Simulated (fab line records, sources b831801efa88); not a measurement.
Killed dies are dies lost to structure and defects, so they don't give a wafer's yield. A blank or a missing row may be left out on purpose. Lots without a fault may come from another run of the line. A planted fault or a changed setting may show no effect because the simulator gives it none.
A struck lot beside a sound one | flow sky130 | 16 steps out of a route of 708
Sound: wafers L164.1, L164.3, L164.4. Struck: wafers L170.2, L170.3, L170.6. The cause comes at the end.
At each step with rows: each side's tool, then ch and its chambers, then its first start. Under that, the readings that differ: sound wafers | struck wafers | difference of the means | sigmas: that difference in standard deviations of wafers without a fault.
alike: readings whose means differ by less than 2 such deviations, and words and numbers that are the same on both sides. not compared: withheld readings, readings that some wafer has no value for, bounds like >300 that may hide the same value, and numbers for which the record gives no deviation and whose values overlap.
The two part at a step that has a row with sigmas, a row that says differs or no value, or rows on one side only. Numbers that don't overlap but have no deviation are shown without sigmas and don't part them. A reading that every wafer of one side lacks parts them only if that side has two wafers or more.

first, 8 steps without rows for these wafers: SKY_POLY_GATE_DEHYDRATE_05 (time 60 s); SKY_POLY_GATE_HMDS_06 (prime time 60 s); SKY_POLY_GATE_COAT_07 (resist thk 110 nm); SKY_POLY_GATE_COAT_08 (resist thk 450 nm); SKY_POLY_GATE_SOFTBAKE_09 (time 90 s); SKY_POLY_GATE_EXPOSE_10 (exposes mask P1M, target cd 150 nm); SKY_POLY_GATE_PEB_11; SKY_POLY_GATE_DEVELOP_12 (develop time 60 s).
SKY_POLY_GATE_CD_MEAS_13: target cd 150 nm.
  sound on cd_sem-01, day 19 21:59; struck on cd_sem-02, day 22 02:12
  alike: cd_nm
SKY_POLY_GATE_OVL_MEAS_14:
  sound on overlay-02, day 19 22:07; struck on overlay-01, day 22 02:19
  alike: POLY_GATE_OVL
SKY_POLY_GATE_ETCH_15: etches BARC in N2/H2, stops on SiO2, time 118.5 s, target depth 110 nm.
  sound on rie_diel-02 ch 0,1,3, day 19 22:08; struck on rie_diel-03 ch 1,3, day 22 02:20
  alike: bias_w, chamber_pressure_mTorr, drypump_motor_current_A, oes_product_au, rf_fwd_power_W, throttle_valve_pct
  not compared: rf_hours_counter_h
SKY_POLY_GATE_ETCH_16: etches Si3N4 in CH3F/O2, stops on poly-Si, time 147.5 s, target depth 75 nm.
  sound on rie_diel-02 ch 0,1,3, day 19 22:13; struck on rie_diel-03 ch 1,3, day 22 02:25
  alike: O2_flow_sccm, bias_w, chamber_pressure_mTorr, drypump_motor_current_A, oes_product_au, rf_fwd_power_W, throttle_valve_pct
  not compared: rf_hours_counter_h
SKY_POLY_GATE_ETCH_17: etches poly-Si in HBr/Cl2, stops on SiO2, target depth 180 nm, time 70.5 s.
  sound on rie_si-01 ch 1,3, day 19 22:19; struck on rie_si-02 ch 0,2,3, day 22 02:31
  no value came back on the struck wafers for any of 8 readings (HBr_flow_sccm (sccm), bias_w (W) and others); on the sound wafers HBr_flow_sccm (sccm) reads 150.4 150.1 150.2
  reading                                          | sound             | struck            | difference | sigmas
  model.KrF-thick_of_POLY_GATE_COAT_08.thk_nm (nm) | 141.1 138.2 142.8 | 237.1 234.6 238.7 | +96.1      |
  not compared: rf_hours_counter_h
SKY_POLY_GATE_STRIP_18: strips in O2/N2.
  sound on plasma_asher-01 ch 0,1, day 19 22:23; struck on plasma_asher-03 ch 0,1, day 22 02:35
  reading                      | sound             | struck            | difference | sigmas
  oes_product_au (a.u.)        | 0.360 0.365 0.359 | 0.409 0.407 0.399 | +0.044     | +9
  strip_time_to_endpoint_s (s) | 3.172 3.147 3.201 | 4.195 4.176 4.221 | +1.024     | +38
  alike: chamber_pressure_mTorr, drypump_motor_current_A
  not compared: rf_hours_counter_h
then, 1 step without rows for these wafers: SKY_POLY_GATE_CLEAN_19 (cleans in SC1/SC2, time 150 s).
-- the record jumps here: 27 days lie between the struck wafers' starts before and after (it left off in module POLY_GATE and takes up again in module PAD_OPEN, whose first step shown is number 708 of the route) --
SKY_PAD_OPEN_PROBE_99:
  sound on prober-02, day 48 00:21; struck on prober-02, day 49 09:49
  reading             | sound    | struck                                                               | difference                   | sigmas
  hold                | - - -    | await_dispo/1.6h/scrap await_dispo/1.6h/scrap await_dispo/1.6h/scrap | no value on the sound wafers |
  killed_at_front_end | 15 12 9  | 412 418 418                                                          | +404                         | +94
  killed_dies         | 98 85 65 | 492 492 492                                                          | +409                         | +37
  killed_on_rim       | 21 15 13 | 96 96 96                                                             | +80                          | +22
  alike: killed_at_M0_to_M3, killed_at_M4_up, killed_at_contacts, killed_at_other, killed_open, killed_short

WHERE THEY PART
First at SKY_POLY_GATE_ETCH_17; last, within this record, at SKY_PAD_OPEN_PROBE_99.

WHY: what the simulator had put in
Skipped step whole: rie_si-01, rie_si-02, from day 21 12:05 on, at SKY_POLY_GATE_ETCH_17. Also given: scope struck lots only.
